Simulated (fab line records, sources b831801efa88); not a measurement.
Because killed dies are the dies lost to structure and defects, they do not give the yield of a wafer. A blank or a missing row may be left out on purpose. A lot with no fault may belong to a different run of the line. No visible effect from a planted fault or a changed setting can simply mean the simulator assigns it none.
Which tool did it?    flow gf180mcu    6 lots with 17 wafers sampled at 5 steps, on a route of 602 steps

== WHAT THE GAUGES READ, wafer by wafer ==
GF_CONTACT_RS_MEAS_25: a four-point-probe measurement.
lot   measured      on             CONTACT_W_RS (ohm/sq)
L469  day 17 07:16  film metro-01  0.385 0.389 0.385
L471  day 18 06:42  film metro-02  0.383 0.385 0.383
L476  day 20 11:28  film metro-02  0.248 0.382 0.248
L478  day 21 07:50  film metro-01  0.381 0.246
L486  day 23 12:29  film metro-02  0.378 0.383 0.382
L488  day 23 23:59  film metro-02  0.385 0.382 0.385

== WHAT TOOL EACH LOT RAN ON (gives the tool, then ch and the chambers of the sampled wafers, and finally the start) ==
lot   GF_HV_LDD_RTA_52                  GF_SAB_ETCH_11                      GF_CONTACT_SPUTTER_23         GF_CONTACT_CVD_24
L469  rtp anneal-01 ch 0, day 13 08:13  rie diel-03 ch 0,1,2, day 16 05:52  pvd sputter-03, day 17 07:07  cvd w-01 ch 0,1, day 17 07:10
L471  rtp anneal-02 ch 0, day 14 06:19  rie diel-03 ch 1,2,3, day 17 04:49  pvd sputter-01, day 18 06:29  cvd w-01 ch 0,1, day 18 06:36
L476  rtp anneal-01 ch 0, day 16 08:04  rie diel-02 ch 0,3, day 19 09:42    pvd sputter-04, day 20 11:20  cvd w-01 ch 0,1, day 20 11:22
L478  rtp anneal-01 ch 0, day 17 04:36  rie diel-01 ch 0,1, day 20 05:27    pvd sputter-04, day 21 07:38  cvd w-01 ch 0, day 21 07:43
L486  rtp anneal-02 ch 0, day 19 11:04  rie diel-02 ch 0,1,3, day 22 11:19  pvd sputter-04, day 23 12:21  cvd w-02 ch 0,1, day 23 12:23
L488  rtp anneal-01 ch 0, day 19 22:53  rie diel-01 ch 0,2, day 22 23:24    pvd sputter-03, day 23 23:50  cvd w-02 ch 0,1, day 23 23:52
- GF_HV_LDD_RTA_52: time 10 s.
- GF_SAB_ETCH_11: etches SiO2 in C4F8/O2/Ar, target depth 55 nm, time 8.5 s.
- GF_CONTACT_SPUTTER_23: material TiN, target thk 10 nm, time 40 s.
- GF_CONTACT_CVD_24: deposits W, target thk 300 nm, time 90.339 s.

== THE ANSWER, worked out from the rows above alone ==
Rule: the lots themselves supply what counts as usual. The widest of any qualifying gaps counts: lots, ordered by their means at a reading, are off when they make up no more than a third of the lots, leave a main group of 4 or more, and stand apart from it by 3 or more times the standard deviation of that group's means. A main group is skipped when, at the precision printed for the reading in the tables above, its means are all equal. Also off: a lot with no number at a reading for which 4 or more lots have one. The other lots that the step has rows for count as sound.
Off: L476, L478, at GF_CONTACT_RS_MEAS_25 (CONTACT_W_RS). The main group: mean 0.384 ohm/sq, standard deviation 0.0019.
If a tool, at a process step before that reading, ran all the lots that are off and no sound lot after the first of them, it fits. Those tools and the gauges at GF_CONTACT_RS_MEAS_25 are tried in the same way. One candidate fits, namely cvd w-01 at GF_CONTACT_CVD_24. A fault onset in the window from L471 (day 18 06:36, its last sound lot) to L476 (day 20 11:22, its first lot off) fits.

== WHAT WAS PUT IN BY THE SIMULATOR ==
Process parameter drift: cvd w-01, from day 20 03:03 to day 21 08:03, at GF_CONTACT_CVD_24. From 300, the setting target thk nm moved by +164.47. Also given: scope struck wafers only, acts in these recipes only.
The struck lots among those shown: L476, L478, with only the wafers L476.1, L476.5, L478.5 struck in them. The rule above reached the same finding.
